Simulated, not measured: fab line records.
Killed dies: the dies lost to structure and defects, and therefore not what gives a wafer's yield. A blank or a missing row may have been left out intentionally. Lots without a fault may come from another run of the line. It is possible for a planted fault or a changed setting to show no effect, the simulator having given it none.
fab line records -- flow gf180mcu
record: lots: 14, wafers: 42, lastDay: 33
route steps=602 shown M4@471 V4@481 M5@532
lots that met no fault: taken from a fault-free run of the same line
startH: the number of hours between the record's first day and the start of the first shown wafer of the lot -- waitH: how many hours have passed since the lot's step before this one -- " the same as in the row above -- L1.1+2: several wafers, shown together as one row -- - either no value or no given start -- * or withheld: withheld -- < > ~ a bound
route shown NAME@n: names a module that has steps shown in the file, with the first one's number in the route -- usual: mean/standard deviation of fault-free wafers -- same: alike in all rows -- chamber/n: place in a boat -- sites: readings site by site -- _std_site: standard deviation across them -- _edge_site: the outer-site mean with the inner-site mean subtracted -- radiusMm: for every site, how far away it sits from the centre of the wafer -- mask NAME#n: copy n -- behind: the last tool/chamber to shape the wafer -- hold: why the lot went on hold/how many hours it stayed there/how the hold came to an end -- device: the transistor (n, p or np) that didn't switch -- end of line: tests run on the same wafers once the route is complete -- where a step has no rows: the recipe by itself -- killed: the dies lost at the first sort to structure and to defects; this is not the yield of the wafer -- map: shows each die of a wafer: x if killed, . if not, _ if none is there
set.NAME: the setting as run; set.NAME@STEP: as run at that earlier step -- model.NAME: the simulator's own value behind a step, which no gauge read
a sample of lots followed through the steps of the route, with each step as a table and each wafer as a row
services: from which hour (startH, from the record's first day; less than 0 if before it) a tool's chamber was out of use, for how many hours, and why
== steps ==
step: GF_M4_OVL_MEAS_15
usual: M4_OVL: -4/6
lot.wafer,tool,chamber,startH,waitH,M4_OVL[nm]
L752.3,overlay-01,-,529.29,0.1,-4
L752.5,overlay-01,-,529.29,0.1,-5
L752.6,overlay-01,-,529.29,0.1,-9
L753.3,overlay-01,-,543.14,0.1,7
L753.5,overlay-01,-,543.14,0.1,-4
L753.6,overlay-01,-,543.14,0.1,-12
L754.2,overlay-02,-,558.21,0.1,3
L754.4,overlay-02,-,558.21,0.1,-2
L754.6,overlay-02,-,558.21,0.1,10
L758.1,overlay-01,-,592.38,0.1,-2
L758.3,overlay-01,-,592.38,0.1,-4
L758.6,overlay-01,-,592.38,0.1,-7
L760.1,overlay-02,-,602.34,0.1,-9
L760.2,overlay-02,-,602.34,0.1,-9
L760.3,overlay-02,-,602.34,0.1,-10
L761.2,overlay-02,-,612.01,0.1,-9
L761.5,overlay-02,-,612.01,0.1,-9
L761.6,overlay-02,-,612.01,0.1,-15
L762.1,overlay-02,-,622.08,0.1,-6
L762.3,overlay-02,-,622.08,0.1,-9
L762.6,overlay-02,-,622.08,0.1,-7
L763.1,overlay-02,-,634.25,0.1,-1
L763.3,overlay-02,-,634.25,0.1,0
L763.4,overlay-02,-,634.25,0.1,-2
L764.2,overlay-01,-,637.13,0.1,6
L764.4,overlay-01,-,637.13,0.1,2
L764.5,overlay-01,-,637.13,0.1,-1
L765.2,overlay-02,-,660.31,0.1,2
L765.3,overlay-02,-,660.31,0.1,7
L765.4,overlay-02,-,660.31,0.1,0
L766.3,overlay-01,-,663.31,0.1,-15
L766.5,overlay-01,-,663.31,0.1,-11
L766.6,overlay-01,-,663.31,0.1,-7
L769.1,overlay-01,-,677.81,0.1,2
L769.3,overlay-01,-,677.81,0.1,3
L769.5,overlay-01,-,677.81,0.1,8
L771.2,overlay-01,-,688.31,0.1,-9
L771.3,overlay-01,-,688.31,0.1,-6
L771.6,overlay-01,-,688.31,0.1,-3
L772.1,overlay-01,-,697.01,0.1,-7
L772.4,overlay-01,-,697.01,0.1,-7
L772.6,overlay-01,-,697.01,0.1,2
step: GF_M4_STRIP_17
recipe: chemistry: O2/N2, powerW: 1400, pressureMtorr: 1500, platenTempC: 250, o2FlowSccm: 3000, n2FlowSccm: 300, overashFraction: 0.5
usual: drypumpMotorCurrentA: 5.9/0.4, heaterPowerW: 343/23, oesProductAu: 0.557/0.0054, stripTimeToEndpointS: 7.86/0.052
lot.wafer,tool,chamber,startH,waitH,drypumpMotorCurrentA,heaterPowerW,oesProductAu,rfHoursCounterH,stripTimeToEndpointS
L752.3,plasmaAsher-01,1,529.46,0.1,6.6,312,0.551,-,7.85
L752.5,plasmaAsher-01,1,529.46,0.1,6.6,305,0.555,-,7.86
L752.6,plasmaAsher-01,0,529.46,0.1,5.4,365,0.552,-,7.80
L753.3,plasmaAsher-01,1,543.31,0.1,6.6,312,0.563,-,7.85
L753.5,plasmaAsher-01,1,543.31,0.1,6.6,320,0.552,-,7.84
L753.6,plasmaAsher-01,0,543.31,0.1,5.5,370,0.552,-,7.81
L754.2,plasmaAsher-01,0,558.35,0.1,5.5,372,0.561,92,7.85
L754.4,plasmaAsher-01,0,558.35,0.1,5.5,368,0.557,-,7.81
L754.6,plasmaAsher-01,1,558.35,0.1,6.6,312,0.561,-,7.85
L758.1,plasmaAsher-01,0,592.52,0.1,5.5,367,0.557,95,7.79
L758.3,plasmaAsher-01,1,592.52,0.1,6.6,318,0.554,-,7.85
L758.6,plasmaAsher-01,1,592.52,0.1,6.6,309,0.549,-,7.82
L760.1,plasmaAsher-02,0,602.49,0.1,5.7,346,0.558,19,7.86
L760.2,plasmaAsher-02,1,602.49,0.1,6.0,351,0.552,19,7.85
L760.3,plasmaAsher-02,0,602.49,0.1,5.7,344,0.557,-,7.81
L761.2,plasmaAsher-01,1,612.15,0.1,6.6,315,0.552,97,7.94
L761.5,plasmaAsher-01,0,612.15,0.1,5.4,366,0.561,-,7.93
L761.6,plasmaAsher-01,1,612.15,0.1,6.6,314,0.552,-,7.84
L762.1,plasmaAsher-02,1,622.34,0.2,6.0,360,0.567,21,7.88
L762.3,plasmaAsher-02,1,622.34,0.2,6.0,345,0.552,-,7.88
L762.6,plasmaAsher-02,0,622.34,0.2,5.7,353,0.556,-,7.87
L763.1,plasmaAsher-04,1,634.51,0.2,5.7,318,0.558,52,7.89
L763.3,plasmaAsher-04,1,634.51,0.2,5.7,326,0.559,-,7.93
L763.4,plasmaAsher-04,0,634.51,0.2,6.0,360,0.563,-,7.91
L764.2,plasmaAsher-02,0,637.27,0.1,5.7,349,0.556,23,7.86
L764.4,plasmaAsher-02,0,637.27,0.1,5.7,349,0.548,-,7.80
L764.5,plasmaAsher-02,0,637.27,0.1,5.7,342,0.554,-,7.82
L765.2,plasmaAsher-04,1,660.45,0.1,5.7,328,0.562,54,7.86
L765.3,plasmaAsher-04,1,660.45,0.1,5.8,316,0.567,-,7.90
L765.4,plasmaAsher-04,0,660.45,0.1,6.0,380,0.557,-,7.83
L766.3,plasmaAsher-01,0,663.60,0.1,5.5,369,0.550,-,7.85
L766.5,plasmaAsher-01,1,663.60,0.1,6.6,304,0.551,-,7.83
L766.6,plasmaAsher-01,0,663.60,0.1,5.5,375,0.561,-,7.85
L769.1,plasmaAsher-01,1,677.96,0.1,6.6,299,0.555,104,7.84
L769.3,plasmaAsher-01,1,677.96,0.1,6.6,307,0.551,-,7.83
L769.5,plasmaAsher-01,1,677.96,0.1,6.6,310,0.555,-,7.78
L771.2,plasmaAsher-01,1,688.46,0.1,6.6,314,0.549,105,7.89
L771.3,plasmaAsher-01,1,688.46,0.1,6.6,312,0.554,-,7.89
L771.6,plasmaAsher-01,1,688.46,0.1,6.6,317,0.567,-,7.89
L772.1,plasmaAsher-04,1,697.16,0.1,5.7,328,0.554,59,7.97
L772.4,plasmaAsher-04,0,697.16,0.1,6.0,366,0.556,-,7.89
L772.6,plasmaAsher-04,0,697.16,0.1,6.0,360,0.563,-,7.94
step: GF_V4_BOW_MEAS_05
recipe: mode: bow
usual: V4_BOW: 135/9.2
lot.wafer,tool,chamber,startH,waitH,V4_BOW[um]
L752.3,filmMetro-03,-,530.68,0.1,131
L752.5,filmMetro-03,-,530.68,0.1,133
L752.6,filmMetro-03,-,530.68,0.1,134
L753.3,filmMetro-03,-,544.41,0.2,151
L753.5,filmMetro-03,-,544.41,0.2,134
L753.6,filmMetro-03,-,544.41,0.2,143
L754.2,filmMetro-01,-,559.50,0.2,136
L754.4,filmMetro-01,-,559.50,0.2,134
L754.6,filmMetro-01,-,559.50,0.2,125
L758.1,filmMetro-02,-,593.62,0.2,147
L758.3,filmMetro-02,-,593.62,0.2,143
L758.6,filmMetro-02,-,593.62,0.2,140
L760.1,filmMetro-01,-,603.65,0.2,128
L760.2,filmMetro-01,-,603.65,0.2,123
L760.3,filmMetro-01,-,603.65,0.2,132
L761.2,filmMetro-03,-,613.32,0.1,134
L761.5,filmMetro-03,-,613.32,0.1,134
L761.6,filmMetro-03,-,613.32,0.1,136
L762.1,filmMetro-01,-,623.45,0.1,149
L762.3,filmMetro-01,-,623.45,0.1,135
L762.6,filmMetro-01,-,623.45,0.1,137
L763.1,filmMetro-02,-,636.09,0.1,140
L763.3,filmMetro-02,-,636.09,0.1,145
L763.4,filmMetro-02,-,636.09,0.1,142
L764.2,filmMetro-02,-,638.39,0.2,128
L764.4,filmMetro-02,-,638.39,0.2,119
L764.5,filmMetro-02,-,638.39,0.2,123
L765.2,filmMetro-03,-,661.82,0.3,123
L765.3,filmMetro-03,-,661.82,0.3,132
L765.4,filmMetro-03,-,661.82,0.3,144
L766.3,filmMetro-01,-,664.77,0.2,120
L766.5,filmMetro-01,-,664.77,0.2,119
L766.6,filmMetro-01,-,664.77,0.2,130
L769.1,filmMetro-01,-,679.05,0.1,153
L769.3,filmMetro-01,-,679.05,0.1,144
L769.5,filmMetro-01,-,679.05,0.1,142
L771.2,filmMetro-02,-,689.64,0.2,119
L771.3,filmMetro-02,-,689.64,0.2,128
L771.6,filmMetro-02,-,689.64,0.2,128
L772.1,filmMetro-02,-,698.29,0.2,128
L772.4,filmMetro-02,-,698.29,0.2,135
L772.6,filmMetro-02,-,698.29,0.2,128
step: GF_M5_DEVELOP_06
recipe: developTimeS: 60, devTempC: 21
usual: chillPlateTempC: 23.00/0.11, developTimeS: 60/0
lot.wafer,tool,chamber,startH,waitH,chillPlateTempC,developTimeS
L752.3,lithoTrack-02,0,599.11,0.1,22.85,60
L752.5,lithoTrack-02,0,599.11,0.1,22.88,60
L752.6,lithoTrack-02,0,599.11,0.1,22.93,60
L753.3,lithoTrack-04,0,611.60,0.1,23.03,60
L753.5,lithoTrack-04,0,611.60,0.1,23.03,60
L753.6,lithoTrack-04,0,611.60,0.1,23.03,60
L754.2,lithoTrack-02,0,625.48,0.2,22.99,60
L754.4,lithoTrack-02,0,625.48,0.2,23.07,60
L754.6,lithoTrack-02,0,625.48,0.2,23.07,60
L758.1,lithoTrack-04,0,651.95,0.2,23.14,60
L758.3,lithoTrack-04,0,651.95,0.2,23.06,60
L758.6,lithoTrack-04,0,651.95,0.2,23.17,60
L760.1,lithoTrack-04,0,654.25,0.2,23.06,60
L760.2,lithoTrack-04,0,654.25,0.2,22.86,60
L760.3,lithoTrack-04,0,654.25,0.2,23.04,60
L761.2,lithoTrack-04,0,655.34,0.2,22.98,60
L761.5,lithoTrack-04,0,655.34,0.2,23.03,60
L761.6,lithoTrack-04,0,655.34,0.2,23.03,60
L762.1,lithoTrack-02,0,684.04,0.2,23.09,60
L762.3,lithoTrack-02,0,684.04,0.2,23.01,60
L762.6,lithoTrack-02,0,684.04,0.2,23.16,60
L763.1,lithoTrack-04,0,695.32,0.2,23.03,60
L763.3,lithoTrack-04,0,695.32,0.2,22.81,60
L763.4,lithoTrack-04,0,695.32,0.2,23.04,60
L764.2,lithoTrack-04,0,702.84,0.2,22.98,60
L764.4,lithoTrack-04,0,702.84,0.2,23.05,60
L764.5,lithoTrack-04,0,702.84,0.2,22.99,60
L765.2,lithoTrack-03,0,709.73,0.2,22.82,60
L765.3,lithoTrack-03,0,709.73,0.2,22.77,60
L765.4,lithoTrack-03,0,709.73,0.2,23.13,60
L766.3,lithoTrack-04,0,714.27,0.1,22.91,60
L766.5,lithoTrack-04,0,714.27,0.1,23.08,60
L766.6,lithoTrack-04,0,714.27,0.1,22.96,60
L769.1,lithoTrack-02,0,736.49,0.2,23.01,60
L769.3,lithoTrack-02,0,736.49,0.2,22.99,60
L769.5,lithoTrack-02,0,736.49,0.2,22.99,60
L771.2,lithoTrack-04,-,745.54,0.2,-,-
L771.3,lithoTrack-04,-,745.54,0.2,-,-
L771.6,lithoTrack-04,-,745.54,0.2,-,-
L772.1,lithoTrack-04,-,752.57,0.2,-,-
L772.4,lithoTrack-04,-,752.57,0.2,-,-
L772.6,lithoTrack-04,-,752.57,0.2,-,-
== services ==
tool,chamber,startH,hours,kind
plasmaAsher-02,-,539.37,1.5,repair
plasmaAsher-01,-,560.56,2.8,pm
plasmaAsher-01,-,563.83,2.0,repair
plasmaAsher-01,-,567.85,0.6,repair
plasmaAsher-04,-,595.70,2.9,repair
plasmaAsher-04,-,609.01,4.2,repair
plasmaAsher-04,-,673.52,1.5,repair
plasmaAsher-01,-,678.80,2.3,repair
plasmaAsher-01,-,733.77,9.0,pm
plasmaAsher-01,0,733.77,9.0,ventCycle
plasmaAsher-01,1,733.77,9.0,ventCycle
plasmaAsher-01,0,742.77,-,clean
plasmaAsher-01,1,742.77,-,clean
== key ==
firstSign: step: GF_M5_DEVELOP_06, reading: toolRecord, direction: missing
effect none on later readings
metAt GF_M5_DEVELOP_06
struckLots L771,L772
laterRowsLeftOut L771.2,L771.3,L771.6,L772.1,L772.4,L772.6
sortLeftOut L771.2,L771.3,L771.6,L772.1,L772.4,L772.6
notActingAt GF_M4_OVL_MEAS_15,GF_M4_STRIP_17,GF_V4_BOW_MEAS_05
onsetBetween 714.27 745.54
fault: kind: skippedStepWhole, tool: lithoTrack-04, chamber: -, onsetH: 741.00, steps: GF_M5_DEVELOP_06, scope: struckLotsOnly
sortLeftOut: the simulated sort isn't trusted on such a fault, so these wafers' sort isn't shown, and their yield isn't known
laterRowsLeftOut: the simulator's readings of these wafers behind a module that went badly wrong aren't trusted and aren't shown, but for the sort
